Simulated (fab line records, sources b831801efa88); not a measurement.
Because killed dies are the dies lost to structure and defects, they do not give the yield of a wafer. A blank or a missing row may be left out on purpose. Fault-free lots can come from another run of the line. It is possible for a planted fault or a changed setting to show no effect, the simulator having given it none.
fab line records	flow sky130
[record] lots = 11	wafers = 33	last-day = 50
route steps=708 shown VT_ADJUST_PCH@152 SONOS_ONO@169 POLY_GATE@231 PAD_OPEN@708
lots with no fault: from the same line, run without faults
start-h: the number of hours between the record's first day and the start of the first shown wafer of the lot	wait-h: how many hours have passed since the lot's step before this one	" same as the row above	L1.1+2: a row that stands for several wafers	- value missing, or start not given	* or withheld: withheld	< > ~ a bound
route shown NAME@n: names a module that has steps shown in the file, with the first one's number in the route	usual: mean/standard deviation taken from wafers without a fault	same: alike in all rows	chamber/n: place in a boat	sites: per-site readings	_std_site: how widely they spread, as a standard deviation	_edge_site: mean of outer sites minus mean of inner sites	radius-mm: for every site, how far away it sits from the centre of the wafer	mask NAME#n: copy n	behind: the tool/chamber that last shaped the wafer	hold: why the lot went on hold/how many hours it stayed there/how the hold came to an end	device: the n, p or np transistor that did not switch	end of line: the same wafers' tests at the end of the route	where a step has no rows: the recipe by itself	killed: at the first sort, the dies lost to defects and structure; wafer yield is something else	map: per-die view of a wafer (x killed, . not killed, _ where there is no die)
set.NAME: the run value of the setting; set.NAME@STEP: its run value at that earlier step	model.NAME: the simulator's own value behind a step, which no gauge read
one table for each step of the route and one row for each wafer, over a sample of lots
services: when a tool's chamber went out of use (start-h, in hours from the record's first day, below 0 if earlier), for how many hours, and the reason
[[steps]]
[step SKY_VT_ADJUST_PCH_STRIP_09]
[recipe] chemistry = O2/N2	power-w = 1400	pressure-mtorr = 1500	platen-temp-c = withheld	o2-flow-sccm = 3000	n2-flow-sccm = 300	overash-fraction = 0.5
[usual] drypump-motor-current-A = 5.8/0.59	oes-product-au = 0.722/0.0045	strip-time-to-endpoint-s = 36.93/0.11
lot.wafer	tool	chamber	start-h	wait-h	drypump-motor-current-A	oes-product-au	rf-hours-counter-h	strip-time-to-endpoint-s
L912.2	plasma-asher-04	1	227.84	0.1	6.5	0.723	54	37.11
L912.3	"	1	"	"	6.5	0.721	-	37.00
L912.6	"	0	"	"	5.2	0.715	-	37.00
L914.2	plasma-asher-01	0	244.29	0.1	5.5	0.724	47	36.73
L914.4	"	1	"	"	5.2	0.721	-	36.75
L914.5	"	0	"	"	5.5	0.720	-	36.81
L916.3	plasma-asher-04	1	260.66	0.1	6.5	0.721	-	37.16
L916.4	"	0	"	"	5.1	0.719	-	37.04
L916.5	"	1	"	"	6.5	0.723	-	37.11
L918.2	plasma-asher-04	1	278.38	0.1	6.5	0.719	59	36.83
L918.4	"	1	"	"	6.4	0.721	-	36.84
L918.6	"	0	"	"	5.1	0.721	-	36.93
L919.1	plasma-asher-03	0	278.69	0.1	6.5	0.719	60	37.01
L919.4	"	0	"	"	6.6	0.728	-	36.95
L919.5	"	1	"	"	6.0	0.727	-	36.92
L920.4	plasma-asher-04	0	286.56	0.1	5.2	0.725	-	36.95
L920.5	"	1	"	"	6.5	0.722	-	36.95
L920.6	"	0	"	"	5.2	0.732	-	36.90
L928.1	plasma-asher-03	0	351.03	0.1	6.6	0.719	67	36.82
L928.5	"	1	"	"	6.0	0.721	-	36.68
L928.6	"	0	"	"	6.6	0.718	-	36.75
L930.1	plasma-asher-01	1	364.32	0.1	5.2	0.724	59	36.91
L930.2	"	0	"	"	5.5	0.722	59	36.94
L930.6	"	0	"	"	5.5	0.725	-	36.89
L933.3	plasma-asher-01	1	382.16	0.1	5.2	0.729	-	36.96
L933.4	"	0	"	"	5.5	0.721	-	37.04
L933.5	"	0	"	"	5.5	0.723	-	36.88
L934.2	plasma-asher-04	0	397.63	0.1	5.2	0.719	70	36.92
L934.3	"	0	"	"	5.1	0.722	-	36.88
L934.4	"	1	"	"	6.5	0.723	-	36.88
L935.3	plasma-asher-04	0	405.27	0.1	5.1	0.718	-	37.14
L935.4	"	1	"	"	6.4	0.721	-	37.07
L935.5	"	0	"	"	5.2	0.727	-	37.09
[step SKY_VT_ADJUST_PCH_TW_MEAS_10]
[usual] VT_ADJUST_PCH_TW = 142.5/1.2
lot.wafer	tool	chamber	start-h	wait-h	VT_ADJUST_PCH_TW
L912.2	film-metro-03	-	227.95	0.1	141.1
L912.3	"	-	"	"	140.4
L912.6	"	-	"	"	141.2
L914.2	film-metro-04	-	244.40	0.1	141.1
L914.4	"	-	"	"	141.6
L914.5	"	-	"	"	141.7
L916.3	film-metro-04	-	260.75	0.1	141.6
L916.4	"	-	"	"	141.6
L916.5	"	-	"	"	141.9
L918.2	film-metro-04	-	278.49	0.1	143.2
L918.4	"	-	"	"	143.0
L918.6	"	-	"	"	143.0
L919.1	film-metro-03	-	278.79	0.1	141.7
L919.4	"	-	"	"	141.9
L919.5	"	-	"	"	140.9
L920.4	film-metro-03	-	286.66	0.1	141.8
L920.5	"	-	"	"	140.9
L920.6	"	-	"	"	141.0
L928.1	film-metro-04	-	351.13	0.1	143.7
L928.5	"	-	"	"	143.7
L928.6	"	-	"	"	143.1
L930.1	film-metro-03	-	364.42	0.1	142.0
L930.2	"	-	"	"	141.3
L930.6	"	-	"	"	140.6
L933.3	film-metro-03	-	382.25	0.1	141.7
L933.4	"	-	"	"	141.4
L933.5	"	-	"	"	141.3
L934.2	film-metro-03	-	397.74	0.1	142.3
L934.3	"	-	"	"	142.7
L934.4	"	-	"	"	142.6
L935.3	film-metro-04	-	405.36	0.1	144.0
L935.4	"	-	"	"	143.4
L935.5	"	-	"	"	143.8
[step SKY_SONOS_ONO_THK_MEAS_01]
[recipe] reads = SiO2_of_SONOS_ONO_OXIDATION_00
[usual] SONOS_ONO_OXIDATION_THK = 2.59/0.05
lot.wafer	tool	chamber	start-h	wait-h	SONOS_ONO_OXIDATION_THK[nm]
L912.2	film-metro-02	-	253.04	0.0	2.50
L912.3	"	-	"	"	2.60
L912.6	"	-	"	"	2.51
L914.2	film-metro-04	-	269.51	0.0	2.64
L914.4	"	-	"	"	2.60
L914.5	"	-	"	"	2.55
L916.3	film-metro-04	-	290.01	0.0	2.55
L916.4	"	-	"	"	2.56
L916.5	"	-	"	"	2.60
L919.1	film-metro-02	-	306.18	0.0	2.61
L919.4	"	-	"	"	2.57
L919.5	"	-	"	"	2.71
L918.2	film-metro-01	-	306.19	0.0	2.57
L918.4	"	-	"	"	2.54
L918.6	"	-	"	"	2.54
L920.4	film-metro-04	-	314.51	0.0	2.62
L920.5	"	-	"	"	2.55
L920.6	"	-	"	"	2.58
L928.1	film-metro-02	-	380.74	0.0	2.53
L928.5	"	-	"	"	2.48
L928.6	"	-	"	"	2.58
L930.1	film-metro-01	-	395.82	0.0	2.53
L930.2	"	-	"	"	2.60
L930.6	"	-	"	"	2.63
L933.3	film-metro-04	-	414.90	0.0	2.63
L933.4	"	-	"	"	2.66
L933.5	"	-	"	"	2.64
L934.2	film-metro-01	-	434.67	0.0	2.60
L934.3	"	-	"	"	2.65
L934.4	"	-	"	"	2.59
L935.3	film-metro-04	-	439.90	0.0	2.52
L935.4	"	-	"	"	2.56
L935.5	"	-	"	"	2.49
[step SKY_POLY_GATE_ETCH_17]
[recipe] target-depth-nm = 180	stop-on = SiO2	over-etch-frac = 0.56667	chemistry = HBr/Cl2	target = poly-Si	icp-w = 400	bias-w = 100	pressure-mtorr = 10	HBr_flow_sccm = 150	Cl2_flow_sccm = 50	time-s = 70.5
[usual] drypump-motor-current-A = 5.8/0.47	he-backside-leak-sccm = 2.62/0.22	oes-product-au = 0.984/0.0075	run-length-s = 98.8/0.44	throttle-valve-pct = 33.685/0.0092
lot.wafer	tool	chamber	start-h	wait-h	drypump-motor-current-A	he-backside-leak-sccm	oes-product-au	rf-hours-counter-h	run-length-s	throttle-valve-pct
L912.2	rie-si-02	3	373.58	0.0	6.1	2.77	0.993	2	99.2	33.678
L912.3	"	0	"	"	6.1	2.29	0.983	0	98.9	33.676
L912.6	"	3	"	"	6.1	2.73	0.992	-	99.8	33.675
L914.2	rie-si-01	2	391.84	0.0	5.1	2.57	0.986	39	99.1	33.680
L914.4	"	3	"	"	5.4	2.59	0.979	49	99.0	33.687
L914.5	"	1	"	"	6.1	2.47	0.973	-	98.3	33.686
L916.3	rie-si-01	3	413.89	0.0	5.4	2.29	0.989	49	98.9	33.689
L916.4	"	3	"	"	5.4	2.47	0.989	-	99.2	33.673
L916.5	"	1	"	"	6.2	2.44	0.977	-	98.0	33.681
L919.1	rie-si-01	1	431.09	0.0	6.2	2.34	0.990	3	76.9	33.691
L919.4	"	0	"	"	5.1	2.74	1.007	0	76.7	33.697
L919.5	"	3	"	"	5.4	2.42	1.005	-	77.4	33.674
L918.2	rie-si-02	2	433.30	0.0	5.5	2.69	0.999	0	98.3	33.689
L918.4	"	3	"	"	6.1	2.77	0.982	3	99.1	33.692
L918.6	"	0	"	"	6.1	2.49	0.995	-	99.0	33.677
L920.4	rie-si-01	2	444.30	0.0	5.2	2.55	1.004	39	77.4	33.693
L920.5	"	2	"	"	5.2	2.50	1.005	-	77.7	33.678
L920.6	"	1	"	"	6.1	2.54	0.991	-	77.0	33.692
L928.1	rie-si-01	3	515.85	0.0	5.4	4.50	0.980	50	99.2	33.706
L928.5	"	3	"	"	5.4	2.53	0.993	-	99.5	33.678
L928.6	"	0	"	"	5.1	2.64	0.968	-	98.5	33.693
L930.1	rie-si-01	1	532.38	0.0	6.1	2.49	0.985	3	98.1	33.687
L930.2	"	2	"	"	5.1	2.55	0.981	40	98.9	33.692
L930.6	"	2	"	"	5.1	2.55	0.987	-	98.8	33.683
L933.3	rie-si-01	0	550.23	0.0	5.1	2.66	0.988	1	98.5	33.707
L933.4	"	1	"	"	6.2	2.45	0.976	3	98.0	33.673
L933.5	"	1	"	"	6.2	2.48	0.987	-	98.2	33.674
L934.2	rie-si-01	1	567.05	0.0	6.1	2.46	0.973	3	98.2	33.690
L934.3	"	3	"	"	5.4	2.22	0.978	0	99.1	33.701
L934.4	"	0	"	"	5.1	2.61	0.992	1	98.7	33.699
L935.3	rie-si-02	0	572.99	0.0	6.1	2.51	0.982	1	98.9	33.707
L935.4	"	3	"	"	6.1	2.77	0.986	3	99.1	33.712
L935.5	"	2	"	"	5.5	2.59	0.982	-	98.3	33.691
[step SKY_POLY_GATE_STRIP_18]
[recipe] chemistry = O2/N2	power-w = 1400	pressure-mtorr = 1500	platen-temp-c = withheld	o2-flow-sccm = 3000	n2-flow-sccm = 292	overash-fraction = 0.5
[usual] drypump-motor-current-A = 5.9/0.55	oes-product-au = 0.361/0.0046	strip-time-to-endpoint-s = 3.16/0.043
lot.wafer	tool	chamber	start-h	wait-h	drypump-motor-current-A	oes-product-au	rf-hours-counter-h	strip-time-to-endpoint-s
L912.2	plasma-asher-03	0	373.63	0.0	6.6	0.357	69	3.11
L912.3	"	1	"	"	6.1	0.368	-	3.18
L912.6	"	0	"	"	6.6	0.359	-	3.11
L914.2	plasma-asher-01	1	391.89	0.0	5.2	0.364	62	3.14
L914.4	"	1	"	"	5.2	0.364	-	3.13
L914.5	"	0	"	"	5.5	0.366	-	3.13
L916.3	plasma-asher-01	1	413.98	0.1	5.2	0.361	-	3.22
L916.4	"	0	"	"	5.5	0.359	-	3.20
L916.5	"	0	"	"	5.5	0.359	-	3.23
L919.1	plasma-asher-03	1	431.14	0.0	6.0	0.382	0	3.53
L919.4	"	1	"	"	6.0	0.376	-	3.46
L919.5	"	0	"	"	6.6	0.374	-	3.47
L918.2	plasma-asher-03	1	433.35	0.0	6.0	0.363	0	3.16
L918.4	"	1	"	"	6.0	0.362	-	3.12
L918.6	"	1	"	"	6.0	0.350	-	3.11
L920.4	plasma-asher-01	1	444.39	0.1	5.2	0.380	-	3.49
L920.5	"	1	"	"	5.2	0.379	-	3.53
L920.6	"	0	"	"	5.5	0.374	-	3.50
L928.1	plasma-asher-03	1	515.90	0.0	6.0	0.362	8	3.15
L928.5	"	1	"	"	6.0	0.364	-	3.19
L928.6	"	0	"	"	6.5	0.358	-	3.17
L930.1	plasma-asher-01	1	532.46	0.1	5.1	0.365	76	3.11
L930.2	"	0	"	"	5.5	0.363	76	3.18
L930.6	"	1	"	"	5.2	0.361	-	3.17
L933.3	plasma-asher-01	0	550.32	0.1	5.5	0.358	-	3.18
L933.4	"	1	"	"	5.2	0.358	-	3.18
L933.5	"	0	"	"	5.5	0.356	-	3.13
L934.2	plasma-asher-03	1	567.10	0.0	6.0	0.368	13	3.18
L934.3	"	0	"	"	6.6	0.364	-	3.15
L934.4	"	1	"	"	6.0	0.366	-	3.19
L935.3	plasma-asher-03	1	573.08	0.1	6.0	0.359	-	3.19
L935.4	"	0	"	"	6.6	0.353	-	3.13
L935.5	"	0	"	"	6.6	0.358	-	3.15
[step SKY_PAD_OPEN_PROBE_99]
[usual] killed_at_M0_to_M3 = 43/6.8	killed_at_M4_up = 3.1/1.6	killed-at-contacts = 24/5.4	killed-at-front-end = 16/4.4	killed-at-other = 0.2/0.48	killed-dies = 87/8.8	killed-open = 48/6.4	killed-short = 39/6.2
[same] gross-dies = 492	killed-at-back-side = 0
lot.wafer	tool	chamber	start-h	wait-h	killed_at_M0_to_M3	killed_at_M4_up	killed-at-contacts	killed-at-front-end	killed-at-other	killed-dies	killed-open	killed-short
L912.2	prober-01	-	1078.51	0.1	36	1	26	15	0	78	46	32
L912.3	prober-01	-	1078.56	0.2	35	2	24	19	0	80	48	32
L912.6	prober-01	-	1078.71	0.2	27	4	27	18	0	76	37	39
L914.2	prober-01	-	1088.93	0.1	41	3	24	12	1	81	38	43
L914.4	prober-01	-	1089.03	0.2	39	1	29	18	0	87	53	34
L914.5	prober-01	-	1089.08	0.2	40	4	28	12	1	85	52	33
L918.2	prober-01	-	1122.86	0.1	56	1	19	20	0	96	55	41
L918.4	prober-01	-	1122.96	0.2	35	3	19	16	0	73	42	31
L918.6	prober-01	-	1123.06	0.2	46	2	11	18	1	78	36	42
L928.1	prober-01	-	1172.28	0.1	39	2	21	15	1	78	44	34
L928.5	prober-01	-	1172.48	0.2	50	3	24	9	0	86	54	32
L928.6	prober-01	-	1172.53	0.2	51	3	14	12	0	80	48	32
L930.1	prober-01	-	1178.64	0.1	43	3	12	13	1	72	39	33
L930.2	prober-01	-	1178.69	0.1	39	3	34	32	0	108	63	45
L930.6	prober-01	-	1178.89	0.2	45	3	29	9	1	87	45	42
L934.2	prober-01	-	1199.03	0.1	41	2	33	12	0	88	46	42
L934.3	prober-01	-	1199.08	0.2	38	2	25	6	1	72	38	34
L934.4	prober-01	-	1199.13	0.2	37	4	37	20	0	98	52	46
L935.3	prober-02	-	1202.24	0.2	46	0	16	14	0	76	46	30
L935.4	prober-02	-	1202.29	0.2	36	2	30	15	0	83	47	36
L935.5	prober-02	-	1202.34	0.2	44	5	36	23	0	108	50	58
// killed by level:class
L912.2 LI_CONTACT:geometric-particle:open=12 VIA3:geometric-particle:open=8 CONTACT:geometric-particle:open=7 FIELD_ISO:geometric-particle:short=6 VIA2:geometric-particle:open=6 VIA1:geometric-particle:open=5 METAL2:geometric-particle:short=5 VIA1:geometric-particle:short=4
L912.3 CONTACT:geometric-particle:open=11 VIA3:geometric-particle:open=9 FIELD_ISO:geometric-particle:short=8 LI_CONTACT:geometric-particle:open=6 VIA1:geometric-particle:open=6 FIELD_ISO:geometric-particle:open=5 VIA1:geometric-particle:short=5 CONTACT:geometric-particle:short=4
L912.6 CONTACT:geometric-particle:open=9 LI_CONTACT:geometric-particle:open=6 VIA3:geometric-particle:open=6 FIELD_ISO:geometric-particle:short=5 LOCAL_INTERCONNECT:geometric-particle:short=5 LI_CONTACT:geometric-particle:short=5 METAL2:geometric-particle:short=5 POLY_GATE:geometric-particle:open=4
L914.2 VIA2:geometric-particle:short=8 CONTACT:geometric-particle:open=8 METAL1:geometric-particle:short=8 VIA1:geometric-particle:open=7 LI_CONTACT:geometric-particle:open=7 VIA3:geometric-particle:open=6 POLY_GATE:geometric-particle:open=5 CONTACT:geometric-particle:short=5
L914.4 VIA1:geometric-particle:open=12 LOCAL_INTERCONNECT:geometric-particle:short=7 VIA3:geometric-particle:open=6 POLY_GATE:geometric-particle:open=6 CONTACT:geometric-particle:open=6 LI_CONTACT:geometric-particle:open=6 CONTACT:geometric-particle:short=6 VIA2:geometric-particle:open=6
L914.5 LI_CONTACT:geometric-particle:open=11 CONTACT:geometric-particle:open=9 VIA3:geometric-particle:open=7 VIA2:geometric-particle:open=7 VIA2:geometric-particle:short=6 VIA1:geometric-particle:open=6 METAL1:geometric-particle:short=5 FIELD_ISO:geometric-particle:open=4
L918.2 VIA1:geometric-particle:open=17 VIA2:geometric-particle:open=10 CONTACT:geometric-particle:short=7 VIA2:geometric-particle:short=6 FIELD_ISO:geometric-particle:open=5 POLY_GATE:geometric-particle:open=5 CONTACT:geometric-particle:open=5 METAL1:geometric-particle:short=5
L918.4 CONTACT:geometric-particle:open=9 VIA1:geometric-particle:open=7 POLY_GATE:geometric-particle:short=6 VIA3:geometric-particle:open=6 LI_CONTACT:geometric-particle:open=5 VIA2:geometric-particle:open=5 VIA2:geometric-particle:short=5 FIELD_ISO:geometric-particle:short=4
L918.6 VIA2:geometric-particle:open=9 VIA1:geometric-particle:open=7 METAL2:geometric-particle:short=6 METAL1:geometric-particle:short=6 FIELD_ISO:geometric-particle:short=5 POLY_GATE:geometric-particle:open=5 VIA3:geometric-particle:short=5 FIELD_ISO:geometric-particle:open=4
L928.1 CONTACT:geometric-particle:open=10 VIA1:geometric-particle:open=7 LI_CONTACT:geometric-particle:open=6 METAL1:geometric-particle:short=6 VIA3:geometric-particle:open=6 VIA2:geometric-particle:open=5 POLY_GATE:geometric-particle:open=4 VIA1:geometric-particle:short=4
L928.5 VIA1:geometric-particle:open=14 VIA3:geometric-particle:open=12 LI_CONTACT:geometric-particle:open=10 CONTACT:geometric-particle:open=5 METAL1:geometric-particle:short=5 VIA1:geometric-particle:short=5 FIELD_ISO:geometric-particle:open=4 LOCAL_INTERCONNECT:geometric-particle:short=4
L928.6 VIA1:geometric-particle:open=11 VIA2:geometric-particle:open=10 LI_CONTACT:geometric-particle:open=6 VIA3:geometric-particle:short=6 CONTACT:geometric-particle:open=6 FIELD_ISO:geometric-particle:open=5 METAL1:geometric-particle:short=4 METAL2:geometric-particle:short=4
L930.1 VIA2:geometric-particle:open=10 VIA1:geometric-particle:open=9 CONTACT:geometric-particle:open=7 METAL1:geometric-particle:short=6 VIA1:geometric-particle:short=5 VIA3:geometric-particle:open=4 VIA3:geometric-particle:short=4 FIELD_ISO:geometric-particle:short=3
L930.2 CONTACT:geometric-particle:open=20 FIELD_ISO:geometric-particle:open=9 VIA1:geometric-particle:open=9 POLY_GATE:geometric-particle:open=8 POLY_GATE:geometric-particle:short=6 FIELD_ISO:geometric-particle:short=5 METAL1:geometric-particle:short=5 VIA2:geometric-particle:open=4
L930.6 VIA1:geometric-particle:open=14 CONTACT:geometric-particle:open=12 LOCAL_INTERCONNECT:geometric-particle:short=7 CONTACT:geometric-particle:short=6 VIA3:geometric-particle:open=6 VIA1:geometric-particle:short=5 FIELD_ISO:geometric-particle:short=4 METAL2:geometric-particle:short=4
L934.2 CONTACT:geometric-particle:open=16 LI_CONTACT:geometric-particle:open=6 CONTACT:geometric-particle:short=6 METAL3:geometric-particle:short=6 METAL1:geometric-particle:short=6 VIA2:geometric-particle:open=6 VIA3:geometric-particle:open=5 VIA1:geometric-particle:open=4
L934.3 VIA2:geometric-particle:open=8 LI_CONTACT:geometric-particle:open=8 VIA3:geometric-particle:open=8 CONTACT:geometric-particle:short=7 METAL2:geometric-particle:short=6 CONTACT:geometric-particle:open=5 VIA1:geometric-particle:open=4 VIA3:geometric-particle:short=4
L934.4 LI_CONTACT:geometric-particle:open=15 CONTACT:geometric-particle:short=11 VIA1:geometric-particle:open=8 VIA2:geometric-particle:open=6 FIELD_ISO:geometric-particle:short=4 POLY_GATE:geometric-particle:short=4 LOCAL_INTERCONNECT:geometric-particle:open=4 METAL1:geometric-particle:short=4
L935.3 VIA1:geometric-particle:open=12 CONTACT:geometric-particle:open=9 VIA2:geometric-particle:short=7 METAL1:geometric-particle:short=6 VIA2:geometric-particle:open=6 FIELD_ISO:geometric-particle:open=4 LI_CONTACT:geometric-particle:open=4 METAL2:geometric-particle:short=4
L935.4 VIA1:geometric-particle:open=10 CONTACT:geometric-particle:open=9 VIA2:geometric-particle:open=7 LI_CONTACT:geometric-particle:short=6 LI_CONTACT:geometric-particle:open=6 VIA1:geometric-particle:short=6 CONTACT:geometric-particle:short=4 FIELD_ISO:geometric-particle:short=3
L935.5 VIA1:geometric-particle:open=14 CONTACT:geometric-particle:open=14 METAL1:geometric-particle:short=9 CONTACT:geometric-particle:short=7 VIA1:geometric-particle:short=7 LOCAL_INTERCONNECT:geometric-particle:short=6 FIELD_ISO:geometric-particle:short=4 POLY_GATE:geometric-particle:short=4
[[services]]
tool	chamber	start-h	hours	kind
plasma-asher-04	-	205.25	5.7	repair
rie-si-01	-	211.59	0.5	repair
plasma-asher-03	-	260.79	0.9	repair
rie-si-02	2	286.01	13.4	repair
plasma-asher-03	-	307.75	2.1	repair
rie-si-02	2	312.00	2.0	repair
rie-si-01	0	350.31	12.9	repair
rie-si-02	1	365.27	17.4	repair
plasma-asher-01	-	374.71	0.4	repair
rie-si-01	0	401.30	-	clean
rie-si-01	0	401.30	15.3	scheduled-down
rie-si-01	0	401.30	15.3	vent-cycle
rie-si-02	1	403.91	2.4	repair
rie-si-02	2	410.10	1.2	repair
plasma-asher-03	-	421.25	9.0	pm
plasma-asher-03	0	421.25	9.0	vent-cycle
rie-si-02	0	429.08	3.9	repair
rie-si-02	0	455.77	6.2	repair
rie-si-01	-	462.06	1.2	repair
rie-si-02	-	494.52	2.8	pm
rie-si-01	-	513.50	0.2	repair
plasma-asher-03	-	524.20	1.9	repair
rie-si-01	0	530.02	3.7	repair
plasma-asher-04	-	563.14	1.4	repair
[[key]]
[first-sign] step = SKY_POLY_GATE_ETCH_17	reading = run-length-s	direction = down	sigmas = 50	usual = *	struck = *
[effect] step = SKY_POLY_GATE_ETCH_17	reading = oes-product-au	direction = up	sigmas = 2.2	usual = 0.984	struck = 1.000	wafers-moved = 4
[effect] step = SKY_POLY_GATE_STRIP_18	reading = strip-time-to-endpoint-s	direction = up	sigmas = 7.8	usual = *	struck = *
met-at SKY_POLY_GATE_ETCH_17
struck-lots L919,L920
tester-left-out L919,L920
not-acting-at SKY_VT_ADJUST_PCH_STRIP_09,SKY_VT_ADJUST_PCH_TW_MEAS_10,SKY_SONOS_ONO_THK_MEAS_01
onset-between 413.89 431.09
[fault] kind = process-parameter-drift	tool = rie-si-01	chamber = -	onset-h = 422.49	steps = SKY_POLY_GATE_ETCH_17	channel = time-s	offset = *	shape = step	end-h = 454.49	acts-in = *	stated = *
// tester-left-out: of these lots the tester's yield and bins aren't shown, on N5 and GAA mostly nor the transistor test; their killed dies are dies lost to structure and defects alone, not to doping, threshold or leakage, so they don't give the yield
